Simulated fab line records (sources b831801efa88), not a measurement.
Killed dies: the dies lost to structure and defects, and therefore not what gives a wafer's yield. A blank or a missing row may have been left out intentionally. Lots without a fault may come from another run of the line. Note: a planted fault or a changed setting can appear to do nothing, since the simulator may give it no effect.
Which tool did it? :: flow gf180mcu :: 13 lots with 39 wafers sampled at 6 steps, on a route of 602 steps

## WHAT THE GAUGES SHOWED, per wafer
GF_VT_IMPLANT_RS_MEAS_48: the measuring method here is four-point-probe. Usual: LVPWELL_RS typically reads 1197 ohm/sq, with standard deviation 3.3.
lot: L308
measured: day 7 14:32
on: film-metro-03
LVPWELL_RS (ohm/sq): 1200 1200 1199
flag: 

lot: L309
measured: day 7 18:43
on: film-metro-04
LVPWELL_RS (ohm/sq): 1196 1194 1199
flag: 

lot: L312
measured: day 8 17:44
on: film-metro-04
LVPWELL_RS (ohm/sq): 1192 1191 1192
flag: 

lot: L313
measured: day 9 00:50
on: film-metro-04
LVPWELL_RS (ohm/sq): 1195 1200 1198
flag: 

lot: L315
measured: day 9 13:55
on: film-metro-03
LVPWELL_RS (ohm/sq): 1197 1198 1197
flag: 

lot: L316
measured: day 9 20:11
on: film-metro-04
LVPWELL_RS (ohm/sq): 1195 1193 1195
flag: 

lot: L318
measured: day 10 12:17
on: film-metro-01
LVPWELL_RS (ohm/sq): 1197 1199 1200
flag: 

lot: L322
measured: day 11 12:26
on: film-metro-01
LVPWELL_RS (ohm/sq): 1200 1200 1201
flag: 

lot: L324
measured: day 12 01:29
on: film-metro-01
LVPWELL_RS (ohm/sq): 1199 1198 1197
flag: 

lot: L325
measured: day 12 07:28
on: film-metro-01
LVPWELL_RS (ohm/sq): 1200 1200 1199
flag: 

lot: L327
measured: day 12 21:15
on: film-metro-04
LVPWELL_RS (ohm/sq): 1192 1195 1194
flag: 

lot: L329
measured: day 13 10:25
on: film-metro-04
LVPWELL_RS (ohm/sq): 1202 1199 1204
flag: 

lot: L330
measured: day 13 17:13
on: film-metro-04
LVPWELL_RS (ohm/sq): 1194 1193 1192
flag: 

GF_POLY_GATE_OVL_MEAS_11. Usual: POLY_GATE_OVL typically reads 1 nm, with standard deviation 5.9.
lot: L308
measured: day 9 04:53
on: overlay-01
POLY_GATE_OVL (nm): -4 0 1
flag: 

lot: L309
measured: day 9 10:06
on: overlay-02
POLY_GATE_OVL (nm): 2 8 7
flag: 

lot: L312
measured: day 10 09:26
on: overlay-02
POLY_GATE_OVL (nm): -8 -1 -11
flag: 

lot: L313
measured: day 10 17:03
on: overlay-02
POLY_GATE_OVL (nm): 2 -7 -9
flag: 

lot: L315
measured: day 11 08:11
on: overlay-01
POLY_GATE_OVL (nm): -1 4 -4
flag: 

lot: L316
measured: day 11 13:58
on: overlay-01
POLY_GATE_OVL (nm): -6 -5 -5
flag: 

lot: L318
measured: day 12 07:20
on: overlay-02
POLY_GATE_OVL (nm): 4 7 4
flag: 

lot: L322
measured: day 13 09:09
on: overlay-01
POLY_GATE_OVL (nm): 7 6 10
flag: 

lot: L324
measured: day 14 01:48
on: overlay-02
POLY_GATE_OVL (nm): 3 -12 -7
flag: 

lot: L325
measured: day 14 04:52
on: overlay-01
POLY_GATE_OVL (nm): 1 6 3
flag: 

lot: L327
measured: day 14 20:21
on: overlay-01
POLY_GATE_OVL (nm): 10 13 5
flag: 

lot: L329
measured: day 15 10:25
on: overlay-02
POLY_GATE_OVL (nm): 3 0 -3
flag: 

lot: L330
measured: day 15 17:04
on: overlay-02
POLY_GATE_OVL (nm): 3 7 3
flag: 

GF_HV_LDD_TW_MEAS_38. Usual: HV_LDD_3_TW typically reads 1448, with standard deviation 6.5.
lot: L308
measured: day 11 14:52
on: film-metro-04
HV_LDD_3_TW: 1442 1442 1446
flag: 

lot: L309
measured: day 11 19:55
on: film-metro-01
HV_LDD_3_TW: 1460 1454 1462
flag: 

lot: L312
measured: day 12 20:24
on: film-metro-04
HV_LDD_3_TW: 1443 1442 1444
flag: 

lot: L313
measured: day 13 05:55
on: film-metro-04
HV_LDD_3_TW: 1453 1448 1447
flag: 

lot: L315
measured: day 13 23:35
on: film-metro-01
HV_LDD_3_TW: 1452 1455 1451
flag: 

lot: L316
measured: day 14 02:57
on: film-metro-04
HV_LDD_3_TW: 1450 1450 1445
flag: 

lot: L318
measured: day 14 23:28
on: film-metro-04
HV_LDD_3_TW: 1446 1447 1449
flag: 

lot: L322
measured: day 16 03:08
on: film-metro-01
HV_LDD_3_TW: 1449 1455 1455
flag: 

lot: L324
measured: day 16 21:03
on: film-metro-04
HV_LDD_3_TW: 1447 1449 1448
flag: 

lot: L325
measured: day 17 02:09
on: film-metro-04
HV_LDD_3_TW: 1565 1570 1565
flag: OFF

lot: L327
measured: day 17 17:19
on: film-metro-03
HV_LDD_3_TW: 1547 1553 1550
flag: OFF

lot: L329
measured: day 18 09:06
on: film-metro-04
HV_LDD_3_TW: 1450 1448 1445
flag: 

lot: L330
measured: day 18 17:08
on: film-metro-03
HV_LDD_3_TW: 1439 1449 1440
flag: 

GF_HV_LDD_RS_MEAS_53: the measuring method here is four-point-probe. Usual: HV_LDD_RS typically reads 419.2 ohm/sq, with standard deviation 1.
lot: L308
measured: day 12 09:59
on: film-metro-04
HV_LDD_RS (ohm/sq): 418.8 418.1 417.9
flag: 

lot: L309
measured: day 12 15:15
on: film-metro-03
HV_LDD_RS (ohm/sq): 419.3 419.8 420.4
flag: 

lot: L312
measured: day 13 16:41
on: film-metro-03
HV_LDD_RS (ohm/sq): 419.8 419.0 419.5
flag: 

lot: L313
measured: day 14 02:23
on: film-metro-01
HV_LDD_RS (ohm/sq): 416.9 418.4 419.2
flag: 

lot: L315
measured: day 14 20:19
on: film-metro-03
HV_LDD_RS (ohm/sq): 419.7 419.3 419.6
flag: 

lot: L316
measured: day 15 00:02
on: film-metro-03
HV_LDD_RS (ohm/sq): 419.6 420.0 419.7
flag: 

lot: L318
measured: day 15 21:04
on: film-metro-03
HV_LDD_RS (ohm/sq): 418.7 419.4 419.5
flag: 

lot: L322
measured: day 17 01:31
on: film-metro-03
HV_LDD_RS (ohm/sq): 420.6 419.5 419.5
flag: 

lot: L324
measured: day 17 20:42
on: film-metro-03
HV_LDD_RS (ohm/sq): 418.2 418.6 419.1
flag: 

lot: L325
measured: day 18 02:08
on: film-metro-01
HV_LDD_RS (ohm/sq): 399.3 399.4 398.6
flag: OFF

lot: L327
measured: day 18 17:11
on: film-metro-04
HV_LDD_RS (ohm/sq): 400.3 400.4 400.0
flag: OFF

lot: L329
measured: day 19 09:35
on: film-metro-04
HV_LDD_RS (ohm/sq): 420.4 419.8 419.6
flag: 

lot: L330
measured: day 19 17:45
on: film-metro-01
HV_LDD_RS (ohm/sq): 420.9 420.3 419.7
flag: 

## WHICH TOOL RAN EACH LOT (tool, then ch and the chambers of the sampled wafers, then the start)
lot: L308
GF_HV_LDD_STRIP_22: plasma-asher-01 ch 0,1, day 10 19:40
GF_HV_LDD_IMPLANT_36: implanter-01 ch 0, day 11 14:37

lot: L309
GF_HV_LDD_STRIP_22: plasma-asher-01 ch 0,1, day 11 00:19
GF_HV_LDD_IMPLANT_36: implanter-04 ch 0, day 11 19:41

lot: L312
GF_HV_LDD_STRIP_22: plasma-asher-04 ch 0,1, day 12 00:22
GF_HV_LDD_IMPLANT_36: implanter-04 ch 0, day 12 20:09

lot: L313
GF_HV_LDD_STRIP_22: plasma-asher-02 ch 0,1, day 12 09:10
GF_HV_LDD_IMPLANT_36: implanter-02 ch 0, day 13 05:40

lot: L315
GF_HV_LDD_STRIP_22: plasma-asher-02 ch 0,1, day 13 02:33
GF_HV_LDD_IMPLANT_36: implanter-02 ch 0, day 13 23:20

lot: L316
GF_HV_LDD_STRIP_22: plasma-asher-04 ch 0,1, day 13 06:04
GF_HV_LDD_IMPLANT_36: implanter-04 ch 0, day 14 02:42

lot: L318
GF_HV_LDD_STRIP_22: plasma-asher-02 ch 0,1, day 14 01:41
GF_HV_LDD_IMPLANT_36: implanter-01 ch 0, day 14 23:15

lot: L322
GF_HV_LDD_STRIP_22: plasma-asher-04 ch 0,1, day 15 04:02
GF_HV_LDD_IMPLANT_36: implanter-01 ch 0, day 16 02:56

lot: L324
GF_HV_LDD_STRIP_22: plasma-asher-01 ch 0,1, day 15 21:57
GF_HV_LDD_IMPLANT_36: implanter-04 ch 0, day 16 20:48

lot: L325
GF_HV_LDD_STRIP_22: plasma-asher-01 ch 0,1, day 16 03:08
GF_HV_LDD_IMPLANT_36: implanter-01 ch 0, day 17 01:38

lot: L327
GF_HV_LDD_STRIP_22: plasma-asher-04 ch 0, day 16 17:30
GF_HV_LDD_IMPLANT_36: implanter-04 ch 0, day 17 16:45

lot: L329
GF_HV_LDD_STRIP_22: plasma-asher-04 ch 0,1, day 17 08:57
GF_HV_LDD_IMPLANT_36: implanter-01 ch 0, day 18 08:51

lot: L330
GF_HV_LDD_STRIP_22: plasma-asher-04 ch 1, day 17 16:09
GF_HV_LDD_IMPLANT_36: implanter-04 ch 0, day 18 16:50
- GF_HV_LDD_STRIP_22: strips in O2/N2.
- GF_HV_LDD_IMPLANT_36

## WHAT THE TOOLS THEMSELVES READ (means of the sampled wafers that have a number; where no wafer has one, the mark that the record gives instead)
GF_HV_LDD_STRIP_22. Usual: drypump-motor-current-A 5.5 A, standard deviation 0.46; heater-power-w 303 W, standard deviation 19; oes-product-au 0.716 a.u., standard deviation 0.0046; strip-time-to-endpoint-s 12.63 s, standard deviation 0.037.
lot: L308
tool: plasma-asher-01
drypump-motor-current-A (A): 6.1
heater-power-w (W): 306
oes-product-au (a.u.): 0.717
strip-time-to-endpoint-s (s): 12.63
flag: 

lot: L309
tool: plasma-asher-01
drypump-motor-current-A (A): 6.1
heater-power-w (W): 320
oes-product-au (a.u.): 0.717
strip-time-to-endpoint-s (s): 12.60
flag: 

lot: L312
tool: plasma-asher-04
drypump-motor-current-A (A): 5.2
heater-power-w (W): 295
oes-product-au (a.u.): 0.713
strip-time-to-endpoint-s (s): 12.57
flag: 

lot: L313
tool: plasma-asher-02
drypump-motor-current-A (A): 5.0
heater-power-w (W): 308
oes-product-au (a.u.): 0.716
strip-time-to-endpoint-s (s): 12.67
flag: 

lot: L315
tool: plasma-asher-02
drypump-motor-current-A (A): 5.2
heater-power-w (W): 301
oes-product-au (a.u.): 0.720
strip-time-to-endpoint-s (s): 12.63
flag: 

lot: L316
tool: plasma-asher-04
drypump-motor-current-A (A): 5.2
heater-power-w (W): 283
oes-product-au (a.u.): 0.717
strip-time-to-endpoint-s (s): 12.63
flag: 

lot: L318
tool: plasma-asher-02
drypump-motor-current-A (A): 5.0
heater-power-w (W): 305
oes-product-au (a.u.): 0.712
strip-time-to-endpoint-s (s): 12.58
flag: 

lot: L322
tool: plasma-asher-04
drypump-motor-current-A (A): 5.2
heater-power-w (W): 287
oes-product-au (a.u.): 0.718
strip-time-to-endpoint-s (s): 12.63
flag: 

lot: L324
tool: plasma-asher-01
drypump-motor-current-A (A): 6.1
heater-power-w (W): 310
oes-product-au (a.u.): 0.716
strip-time-to-endpoint-s (s): 12.64
flag: 

lot: L325
tool: plasma-asher-01
drypump-motor-current-A (A): 6.1
heater-power-w (W): 307
oes-product-au (a.u.): 0.712
strip-time-to-endpoint-s (s): 12.71
flag: 

lot: L327
tool: plasma-asher-04
drypump-motor-current-A (A): 5.7
heater-power-w (W): 309
oes-product-au (a.u.): 0.717
strip-time-to-endpoint-s (s): 12.59
flag: 

lot: L329
tool: plasma-asher-04
drypump-motor-current-A (A): 5.3
heater-power-w (W): 293
oes-product-au (a.u.): 0.715
strip-time-to-endpoint-s (s): 12.67
flag: 

lot: L330
tool: plasma-asher-04
drypump-motor-current-A (A): 5.0
heater-power-w (W): 283
oes-product-au (a.u.): 0.719
strip-time-to-endpoint-s (s): 12.66
flag: 

GF_HV_LDD_IMPLANT_36. Usual: faraday-current-uA at 42.3, with a standard deviation of 0.89.
lot: L308
tool: implanter-01
faraday-current-uA: 41.8
flag: 

lot: L309
tool: implanter-04
faraday-current-uA: 42.8
flag: 

lot: L312
tool: implanter-04
faraday-current-uA: 42.7
flag: 

lot: L313
tool: implanter-02
faraday-current-uA: 42.3
flag: 

lot: L315
tool: implanter-02
faraday-current-uA: 42.9
flag: 

lot: L316
tool: implanter-04
faraday-current-uA: 42.5
flag: 

lot: L318
tool: implanter-01
faraday-current-uA: 42.3
flag: 

lot: L322
tool: implanter-01
faraday-current-uA: 42.6
flag: 

lot: L324
tool: implanter-04
faraday-current-uA: 42.6
flag: 

lot: L325
tool: implanter-01
faraday-current-uA: 42.3
flag: 

lot: L327
tool: implanter-04
faraday-current-uA: 42.4
flag: 

lot: L329
tool: implanter-01
faraday-current-uA: 41.8
flag: 

lot: L330
tool: implanter-04
faraday-current-uA: 42.5
flag: 

## THE ANSWER, worked out from the rows above alone
Rule: lot off if the mean of its wafers having a number is beyond 3 standard deviations from the usual mean. Also off: a lot with no number at a reading for which 4 or more lots have one. Where the step has rows for the other lots, those lots are counted as sound. After the gauges, taken in route order, come the tools' own readings; for these a lot's mean is taken, as printed above. The first step at which some lot is off is used, and at that step the reading that is off furthest; a lot without a number counts as furthest.
Off: at GF_HV_LDD_TW_MEAS_38 (HV_LDD_3_TW), L325, L327.
If a tool, at a process step before that reading, ran all the lots that are off and no sound lot after the first of them, it fits. Those tools and the gauges at GF_HV_LDD_TW_MEAS_38 are tried in the same way. Not one of the candidates tried fits.

## WHAT HAD BEEN PUT IN BY THE SIMULATOR
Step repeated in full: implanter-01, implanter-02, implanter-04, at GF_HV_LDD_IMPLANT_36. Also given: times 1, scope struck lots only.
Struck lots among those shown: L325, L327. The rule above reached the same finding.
